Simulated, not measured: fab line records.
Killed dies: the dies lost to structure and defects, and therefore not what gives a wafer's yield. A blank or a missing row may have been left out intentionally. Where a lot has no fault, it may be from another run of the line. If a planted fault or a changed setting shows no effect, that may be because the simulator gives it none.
8D (eight disciplines) problem report, filled in by code    flow sfq-line    the parts of the form that need people (team, actions taken, sign-off) are left out

== 1. THE ISSUE ==
Mean of thk-nm at SFQ_TRILAYER_I1_METRO_MEASURE_047: 219.4 nm over 2 wafers from 1 lot, against 200.0 nm (standard deviation 0.88) on wafers with no fault. Relative to the usual mean, that is a shift of +22 standard deviations.
First observed at day 27 09:02: wafer L159.5, on film-metro-04. The record holds 39 wafers of 13 lots with a number at this step. Rule for "out", or "out of limits": more than 4 standard deviations from the usual mean. The rest of the wafers with a number are treated as sound.

== 2. WHAT THIS IS AND IS NOT ==
question                     is                 is not
which readings at this step  thk-nm             -
which lots                   L159               L152, L153, L154, L157, L167, L168, L169, L170, L171, L172, L173, L175
which wafers of those lots   L159.5, L159.6     L159.1
read on which tools          film-metro-04      film-metro-01, film-metro-02
when                         from day 27 09:02  up to then (13 sound wafers); but 24 sound wafers of L167, L168, L169, L170, L171, L172, L173, L175 came after

== 3. WHAT RULES OUT EACH SUSPECT ==
Counting: a tool at a process step up to the reading stays a suspect if it ran every lot that is out. Sound lots after the first of them don't rule it out here, since some wafers of a struck lot are sound.
- cmp-01 at SFQ_TRILAYER_I1_CMP_CMP_046 (polishes SiO2): kept. The lot that is out, L159, ran on it at day 27 05:55; the last sound lot it ran before that was L157, at day 26 17:55.
- film-metro-04 at SFQ_TRILAYER_I1_METRO_MEASURE_047: kept. It ran the lot that is out, L159 (day 27 09:02). Out on those wafers are its own readings of thk-nm.
The count leaves film-metro-04 at SFQ_TRILAYER_I1_METRO_MEASURE_047 and cmp-01 at SFQ_TRILAYER_I1_CMP_CMP_046.

== 4. THE CAUSE (what the simulator had put in) ==
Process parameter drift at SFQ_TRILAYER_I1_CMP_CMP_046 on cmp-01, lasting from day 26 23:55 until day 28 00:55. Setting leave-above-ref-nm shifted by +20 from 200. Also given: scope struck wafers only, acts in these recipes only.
Counting leaves 2 suspects; this tool is one of them.

== 5. THE EFFECT CHAIN, in route order ==
One row per reading whose mean, taken over the struck wafers that have a number, lies over 3 standard deviations from the usual. Scope: only readings with a usual standard deviation given in the record; hours: median across lots of the time from each lot's start at the first step in this table that gives one to its start at this step; sigmas: change in usual standard deviations.
hours  step                                   reading         usual       on struck wafers  change  sigmas
0      SFQ_TRILAYER_I1_METRO_MEASURE_047      thk-nm          200.0 nm    219.4             +19.4   +22
140    SFQ_TRILAYER_I1_VIA_ETCH_VIA_ETCH_052  oes-product-au  0.854 a.u.  0.901             +0.047  +9.4
Its process steps:
- SFQ_TRILAYER_I1_METRO_MEASURE_047
- SFQ_TRILAYER_I1_VIA_ETCH_VIA_ETCH_052: etches SiO2 in CHF3, stops on Nb, target depth 260 nm.

== 6. HOW IT WOULD HAVE BEEN CAUGHT EARLIER ==
The fault began at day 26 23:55; the first out-of-limits reading in this record came at day 27 09:02, 9 hours later.
An alarm limit of 4 standard deviations would not have fired on the tool readings at SFQ_TRILAYER_I1_CMP_CMP_046 for which the record gives a usual standard deviation, since none of them was out on any struck wafer.
All the lots that are out (1) had begun SFQ_TRILAYER_I1_CMP_CMP_046 on cmp-01 by day 27 09:02. A hold on the tool at that time would have spared none of them.
